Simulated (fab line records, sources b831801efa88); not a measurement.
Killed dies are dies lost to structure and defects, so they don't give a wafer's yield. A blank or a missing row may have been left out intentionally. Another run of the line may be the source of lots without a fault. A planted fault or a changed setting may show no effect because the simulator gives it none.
Check for tools in common -- flow gf180mcu -- 36 wafers sampled across 12 lots

REASON FOR OPENING
3 of 12 lots carry a flag on the reading DUAL_GATE_OXIDATION_00_THK at GF_DUAL_GATE_THK_MEAS_03. Fault-free wafers read 10.83 nm, with a standard deviation of 0.21.
Rule: flag the lot when none of its wafers has a number, or when each of its wafers that has one lies beyond 4 standard deviations from that mean. As for the other lots, they are considered sound.

lot,measured,on,"DUAL_GATE_OXIDATION_00_THK (nm), wafer by wafer",flag
L983,day 8 05:35,filmMetro-02,10.89 10.74 10.84,
L984,day 8 15:11,filmMetro-03,10.52 10.50 10.40,
L986,day 9 03:20,filmMetro-03,10.85 10.87 10.74,
L987,day 9 11:08,filmMetro-02,11.06 10.78 11.03,
L989,day 9 21:05,filmMetro-01,10.92 10.86 10.81,
L990,day 10 03:26,filmMetro-03,10.63 10.63 10.33,
L991,day 10 09:41,filmMetro-03,10.65 10.85 10.77,
L992,day 10 18:13,filmMetro-01,10.71 10.88 10.94,
L993,day 11 02:46,filmMetro-02,12.28 12.10 12.23,FLAGGED
L994,day 11 08:21,filmMetro-01,12.42 12.25 12.30,FLAGGED
L996,day 11 19:07,filmMetro-03,12.65 12.50 12.36,FLAGGED
L103,day 13 21:06,filmMetro-03,11.07 11.00 10.86,
The mean of the flagged lots' numbers is 12.34 nm, +1.51 nm from the usual (+7 standard deviations).

LOT BY LOT: THE TOOL USED
3 process steps preceding the reading are held in the record, out of 602 steps in the route. Each cell gives the tool, then ch followed by the chambers the sampled wafers passed through, then the start.
lot,flag,GF_VT_IMPLANT_STRIP_09,GF_VT_IMPLANT_STRIP_42,GF_DUAL_GATE_OXIDATION_02
L983,,"plasmaAsher-04 ch 0, day 6 04:33","plasmaAsher-01 ch 0,1, day 8 02:42","furnace-02 ch 0, day 8 04:08"
L984,,"plasmaAsher-01 ch 0,1, day 6 09:36","plasmaAsher-04 ch 0,1, day 8 09:40","furnace-02 ch 0, day 8 13:43"
L986,,"plasmaAsher-04 ch 0,1, day 6 23:07","plasmaAsher-03 ch 0,1, day 9 00:28","furnace-02 ch 0, day 9 01:51"
L987,,"plasmaAsher-03 ch 0,1, day 7 06:10","plasmaAsher-03 ch 0,1, day 9 07:27","furnace-01 ch 0, day 9 09:41"
L989,,"plasmaAsher-01 ch 0,1, day 7 16:11","plasmaAsher-04 ch 0,1, day 9 18:40","furnace-02 ch 0, day 9 19:37"
L990,,"plasmaAsher-04 ch 0,1, day 7 22:22","plasmaAsher-03 ch 0,1, day 10 01:01","furnace-02 ch 0, day 10 01:59"
L991,,"plasmaAsher-03 ch 0,1, day 8 03:59","plasmaAsher-03 ch 0,1, day 10 07:17","furnace-02 ch 0, day 10 08:13"
L992,,"plasmaAsher-04 ch 0,1, day 8 10:20","plasmaAsher-04 ch 0,1, day 10 14:12","furnace-02 ch 0, day 10 16:45"
L993,FLAGGED,"plasmaAsher-01 ch 0,1, day 8 19:03","plasmaAsher-01 ch 0,1, day 10 23:38","furnace-02 ch 0, day 11 01:17"
L994,FLAGGED,"plasmaAsher-03 ch 0,1, day 8 23:44","plasmaAsher-01 ch 0,1, day 11 05:12","furnace-02 ch 0, day 11 06:53"
L996,FLAGGED,"plasmaAsher-03 ch 0,1, day 9 09:20","plasmaAsher-04 ch 0,1, day 11 16:42","furnace-02 ch 0, day 11 17:39"
L103,,"plasmaAsher-04 ch 1, day 11 07:42","plasmaAsher-03 ch 0,1, day 13 18:37","furnace-01 ch 0, day 13 19:38"
What these steps do:
- GF_VT_IMPLANT_STRIP_09: strips in O2/N2.
- GF_VT_IMPLANT_STRIP_42: strips in O2/N2.
- GF_DUAL_GATE_OXIDATION_02: stabilise 600 s, purge 300 s, target thk 10.887 nm.
- GF_DUAL_GATE_THK_MEAS_03

FLAGGED OVER TOTAL, TOOL BY TOOL (the gauges that took the reading come last)
step,tool,lots run,flagged,share of the flagged lots,sound lots run after its first flagged lot
GF_VT_IMPLANT_STRIP_09,plasmaAsher-01,3,1,some,0
GF_VT_IMPLANT_STRIP_09,plasmaAsher-03,4,2,some,0
GF_VT_IMPLANT_STRIP_09,plasmaAsher-04,5,0,none,-
GF_VT_IMPLANT_STRIP_42,plasmaAsher-01,3,2,some,0
GF_VT_IMPLANT_STRIP_42,plasmaAsher-03,5,0,none,-
GF_VT_IMPLANT_STRIP_42,plasmaAsher-04,4,1,some,0
GF_DUAL_GATE_OXIDATION_02,furnace-01,2,0,none,-
GF_DUAL_GATE_OXIDATION_02,furnace-02,10,3,all,0
GF_DUAL_GATE_THK_MEAS_03,filmMetro-01,3,1,some,0
GF_DUAL_GATE_THK_MEAS_03,filmMetro-02,3,1,some,0
GF_DUAL_GATE_THK_MEAS_03,filmMetro-03,6,1,some,1 (L103)

WHAT THE TABLE PERMITS
In the table, 1 row covers all flagged lots: furnace-02 at GF_DUAL_GATE_OXIDATION_02.
- furnace-02 at GF_DUAL_GATE_OXIDATION_02 ran 10 lots, 3 of them flagged. Last sound lot L992 at day 10 16:45, first flagged lot L993 at day 11 01:17; a fault beginning in between fits.
furnace-02 at GF_DUAL_GATE_OXIDATION_02 is the single tool remaining.

WHAT THE SIMULATOR HAD PUT IN
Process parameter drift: furnace-02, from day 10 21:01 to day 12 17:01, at GF_DUAL_GATE_OXIDATION_02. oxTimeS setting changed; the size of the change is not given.
Shown lots that were struck: L993, L994, L996. Same finding as the rule above.
